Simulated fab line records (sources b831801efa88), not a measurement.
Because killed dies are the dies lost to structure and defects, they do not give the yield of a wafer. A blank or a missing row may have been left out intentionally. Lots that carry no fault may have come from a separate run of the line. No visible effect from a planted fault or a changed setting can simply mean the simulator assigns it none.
Which tool was responsible? -- flow gf180mcu -- 24 lots with 72 wafers sampled at 6 steps, on a route of 602 steps

## WHAT THE GAUGES READ, wafer by wafer
GF_STI_THK_MEAS_02. Usual: STI_OXIDATION_THK gives 9.94 nm (standard deviation 0.17).
lot,measured,on,STI_OXIDATION_THK (nm),flag
L074,day 1 11:31,film metro-01,10.02 10.00 10.11,
L075,day 1 16:31,film metro-02,10.13 10.18 10.21,
L076,day 1 21:31,film metro-03,10.08 10.19 10.07,
L077,day 2 02:49,film metro-02,9.78 10.02 9.99,
L078,day 2 07:31,film metro-02,10.01 10.06 10.08,
L079,day 2 13:28,film metro-01,10.01 9.93 9.99,
L080,day 2 17:32,film metro-01,10.30 10.17 10.18,
L081,day 2 22:31,film metro-02,9.96 9.93 9.89,
L082,day 3 03:44,film metro-01,10.00 10.23 10.07,
L083,day 3 08:31,film metro-02,10.12 10.04 9.94,
L084,day 3 13:32,film metro-01,9.79 9.81 9.83,
L085,day 3 19:10,film metro-03,10.16 9.77 9.84,
L086,day 4 00:35,film metro-01,9.79 9.71 9.73,
L087,day 4 04:50,film metro-01,9.95 9.79 9.91,
L088,day 4 09:31,film metro-03,10.22 10.20 10.27,
L089,day 4 14:32,film metro-03,9.82 9.63 9.80,
L090,day 4 19:32,film metro-01,9.84 9.91 9.88,
L091,day 5 00:31,film metro-03,9.69 9.61 9.76,
L092,day 5 05:32,film metro-01,9.93 9.94 10.00,
L093,day 5 10:31,film metro-02,9.96 9.80 9.86,
L094,day 5 15:32,film metro-02,9.74 9.83 9.76,
L095,day 5 20:31,film metro-02,9.86 10.03 9.97,
L096,day 6 02:21,film metro-01,9.87 9.85 9.94,
L097,day 6 06:31,film metro-01,9.92 9.84 9.90,

GF_PSD_RS_MEAS_14: measurement is done with a four-point probe. Usual: NSD_RS gives 46.17 ohm/sq (standard deviation 0.081).
lot,measured,on,NSD_RS (ohm/sq),flag
L074,day 14 05:42,film metro-01,46.25 46.16 46.12,
L075,day 14 10:30,film metro-04,46.23 46.14 46.14,
L076,day 14 23:58,film metro-04,46.15 46.21 46.29,
L077,day 15 05:12,film metro-01,46.17 46.14 46.18,
L078,day 15 11:14,film metro-04,46.19 46.24 46.09,
L079,day 16 00:26,film metro-01,46.20 46.01 46.14,
L080,day 16 04:26,film metro-03,46.19 46.14 46.16,
L081,day 16 15:44,film metro-04,46.03 46.14 46.18,
L082,day 17 00:01,film metro-03,46.13 46.12 46.14,
L083,day 17 13:16,film metro-04,46.29 46.24 46.15,
L084,day 17 20:38,film metro-03,46.19 46.12 46.07,
L085,day 18 05:16,film metro-01,46.16 46.00 46.21,
L086,day 18 13:16,film metro-04,46.11 46.10 46.23,
L087,day 18 21:26,film metro-04,46.33 46.31 46.30,
L088,day 19 04:59,film metro-01,46.18 46.16 46.27,
L089,day 19 10:29,film metro-01,46.19 46.08 46.05,
L090,day 19 23:49,film metro-01,46.08 46.04 46.23,
L091,day 20 07:51,film metro-03,46.13 46.18 46.02,
L092,day 20 16:41,film metro-01,46.26 46.10 46.23,
L093,day 20 23:29,film metro-03,46.14 46.10 46.09,
L094,day 21 11:32,film metro-04,46.29 46.28 46.24,
L095,day 21 13:59,film metro-03,46.12 46.12 46.18,
L096,day 21 20:58,film metro-01,46.37 46.38 46.22,
L097,day 22 09:48,film metro-01,46.23 46.17 46.23,

GF_M1_THK_MEAS_06: measures by xrf. Usual: M1_ALCU_THK gives 452 nm (standard deviation 4.8).
lot,measured,on,M1_ALCU_THK (nm),flag
L074,day 16 04:02,film metro-04,454 453 450,
L075,day 16 08:35,film metro-03,457 453 459,
L076,day 16 22:26,film metro-04,456 458 453,
L077,day 17 04:17,film metro-03,452 450 450,
L078,day 17 10:25,film metro-04,462 454 444,
L079,day 18 01:34,film metro-04,444 443 443,
L080,day 18 04:48,film metro-03,455 449 459,
L081,day 18 16:29,film metro-03,456 452 450,
L082,day 19 01:53,film metro-01,458 451 457,
L083,day 19 16:49,film metro-03,453 454 451,
L084,day 20 00:29,film metro-04,445 450 457,
L085,day 20 09:19,film metro-01,458 458 454,
L086,day 20 17:44,film metro-01,454 456 449,
L087,day 21 01:10,film metro-03,448 452 446,
L088,day 21 12:47,film metro-01,449 448 451,
L089,day 21 14:25,film metro-03,441 445 453,
L090,day 22 02:05,film metro-04,448 453 451,
L091,day 22 14:19,film metro-01,452 456 457,
L092,day 22 19:27,film metro-03,454 452 457,
L093,day 22 23:19,film metro-01,452 457 455,
L094,day 23 11:58,film metro-01,448 447 447,
L095,day 23 16:08,film metro-04,452 457 450,
L096,day 23 22:24,film metro-01,447 443 455,
L097,day 24 10:40,film metro-04,448 448 451,

GF_V1_THK_MEAS_25: measures by xrf. Usual: V1_W_THK gives 345 nm (standard deviation 6.8).
lot,measured,on,V1_W_THK (nm),flag
L074,day 18 03:56,film metro-01,346 339 342,
L075,day 18 09:05,film metro-02,341 349 354,
L076,day 19 00:05,film metro-01,338 339 332,
L077,day 19 06:37,film metro-01,342 329 333,
L078,day 19 12:49,film metro-03,358 350 353,
L079,day 20 04:06,film metro-03,352 352 337,
L080,day 20 07:35,film metro-03,347 347 345,
L081,day 20 18:44,film metro-01,332 334 336,
L082,day 21 05:18,film metro-02,353 363 359,
L083,day 21 19:08,film metro-01,353 344 349,
L084,day 22 00:42,film metro-01,333 334 343,
L085,day 22 13:47,film metro-02,339 337 342,
L086,day 22 19:47,film metro-02,350 348 347,
L087,day 23 00:13,film metro-01,341 344 346,
L088,day 23 12:52,film metro-02,348 354 355,
L089,day 23 16:02,film metro-01,335 334 342,
L090,day 24 01:01,film metro-01,347 343 338,
L091,day 24 13:44,film metro-01,339 339 339,
L092,day 24 18:32,film metro-02,344 344 344,
L093,day 24 22:30,film metro-02,352 341 346,
L094,day 25 10:40,film metro-02,348 351 356,
L095,day 25 14:56,film metro-02,342 347 344,
L096,day 25 20:48,film metro-02,347 344 347,
L097,day 26 06:37,film metro-02,351 353 347,

GF_M2_RS_MEAS_05: measurement is done with a four-point probe. Usual: M2_ALCU_RS gives 0.0696 ohm/sq (standard deviation 0.00092).
lot,measured,on,M2_ALCU_RS (ohm/sq),flag
L074,day 18 04:31,film metro-04,0.0685 0.0700 0.0693,
L075,day 18 09:41,film metro-02,0.0680 0.0698 0.0684,
L076,day 19 00:40,film metro-01,0.0699 0.0705 0.0700,
L077,day 19 07:12,film metro-02,0.0701 0.0693 0.0686,
L078,day 19 13:25,film metro-01,0.0694 0.0686 0.0699,
L079,day 20 04:43,film metro-01,0.0693 0.0694 0.0694,
L080,day 20 08:11,film metro-04,0.0702 0.0699 0.0699,
L081,day 20 19:19,film metro-01,0.0676 0.0702 0.0692,
L082,day 21 05:53,film metro-01,0.0709 0.0703 0.0708,
L083,day 21 19:43,film metro-01,0.0685 0.0684 0.0689,
L084,day 22 01:19,film metro-01,0.0694 0.0708 0.0706,
L085,day 22 14:22,film metro-02,0.0693 0.0698 0.0690,
L086,day 22 20:22,film metro-04,0.0703 0.0702 0.0701,
L087,day 23 00:48,film metro-02,0.0675 0.0690 0.0697,
L088,day 23 13:27,film metro-02,0.0698 0.0701 0.0703,
L089,day 23 16:38,film metro-04,0.0673 0.0669 0.0692,
L090,day 24 01:37,film metro-01,0.0692 0.0697 0.0679,
L091,day 24 14:19,film metro-01,0.0696 0.0697 0.0703,
L092,day 24 19:08,film metro-02,0.0691 0.0707 0.0693,
L093,day 24 23:05,film metro-04,0.0691 0.0702 0.0701,
L094,day 25 11:16,film metro-04,0.0700 0.0692 0.0694,
L095,day 25 15:31,film metro-01,0.0707 0.0713 0.0704,
L096,day 25 21:26,film metro-01,0.0695 0.0690 0.0699,
L097,day 26 07:13,film metro-02,0.0708 0.0712 0.0716,

## TOOL THAT RAN EACH LOT (tool first, then ch and the chambers of the sampled wafers, then the start)
lot,GF_M2_SPUTTER_02
L074,"pvd sputter-04, day 18 04:25"
L075,"pvd sputter-03, day 18 09:34"
L076,"pvd sputter-04, day 19 00:34"
L077,"pvd sputter-02, day 19 07:07"
L078,"pvd sputter-03, day 19 13:18"
L079,"pvd sputter-04, day 20 04:34"
L080,"pvd sputter-03, day 20 08:02"
L081,"pvd sputter-02, day 20 19:13"
L082,"pvd sputter-02, day 21 05:47"
L083,"pvd sputter-03, day 21 19:37"
L084,"pvd sputter-03, day 22 01:10"
L085,"pvd sputter-02, day 22 14:16"
L086,"pvd sputter-04, day 22 20:16"
L087,"pvd sputter-02, day 23 00:43"
L088,"pvd sputter-03, day 23 13:20"
L089,"pvd sputter-02, day 23 16:29"
L090,"pvd sputter-02, day 24 01:29"
L091,"pvd sputter-02, day 24 14:13"
L092,"pvd sputter-02, day 24 18:59"
L093,"pvd sputter-02, day 24 22:59"
L094,"pvd sputter-04, day 25 11:08"
L095,"pvd sputter-04, day 25 15:26"
L096,"pvd sputter-02, day 25 21:17"
L097,"pvd sputter-03, day 26 07:06"
- GF_M2_SPUTTER_02: material AlCu, target thk 450 nm, time 23.9 s.

## AS READ BY THE TOOLS THEMSELVES (means over the sampled wafers that have a number; for cases with no such wafer, the mark the record gives instead)
GF_M2_SPUTTER_02. Usual: cathode dc power W 10600 W, standard deviation 1.6; throttle valve pct 30.5 %, standard deviation 1.1.
lot,tool,cathode dc power W (W),throttle valve pct (%),flag
L074,pvd sputter-04,10600,29.9,
L075,pvd sputter-03,10601,31.0,
L076,pvd sputter-04,10601,30.7,
L077,pvd sputter-02,10601,29.2,
L078,pvd sputter-03,10598,30.8,
L079,pvd sputter-04,10601,30.2,
L080,pvd sputter-03,10601,31.5,
L081,pvd sputter-02,10601,30.8,
L082,pvd sputter-02,10599,31.5,
L083,pvd sputter-03,10600,31.5,
L084,pvd sputter-03,10600,30.9,
L085,pvd sputter-02,10600,30.7,
L086,pvd sputter-04,10599,30.1,
L087,pvd sputter-02,10601,30.8,
L088,pvd sputter-03,10598,31.3,
L089,pvd sputter-02,10601,29.8,
L090,pvd sputter-02,10602,30.8,
L091,pvd sputter-02,10602,30.9,
L092,pvd sputter-02,10600,30.0,
L093,pvd sputter-02,10600,29.7,
L094,pvd sputter-04,10601,30.3,
L095,pvd sputter-04,10599,29.8,
L096,pvd sputter-02,10598,29.8,
L097,pvd sputter-03,10601,30.8,

## THE ANSWER, worked out from the rows above alone
Rule: lot off if the mean of its wafers having a number is beyond 3 standard deviations from the usual mean. Also off: a lot with no number at a reading for which 4 or more lots have one. Where the step has rows for the other lots, those lots are counted as sound. After the gauges, taken in route order, come the tools' own readings; for these a lot's mean is taken, as printed above. At the first step where some lot is off, the reading lying furthest off is the one used; lots without a number count as furthest.
Across all readings shown, no lot is off: no conclusion can be drawn from this.

## WHAT HAD BEEN PUT IN BY THE SIMULATOR
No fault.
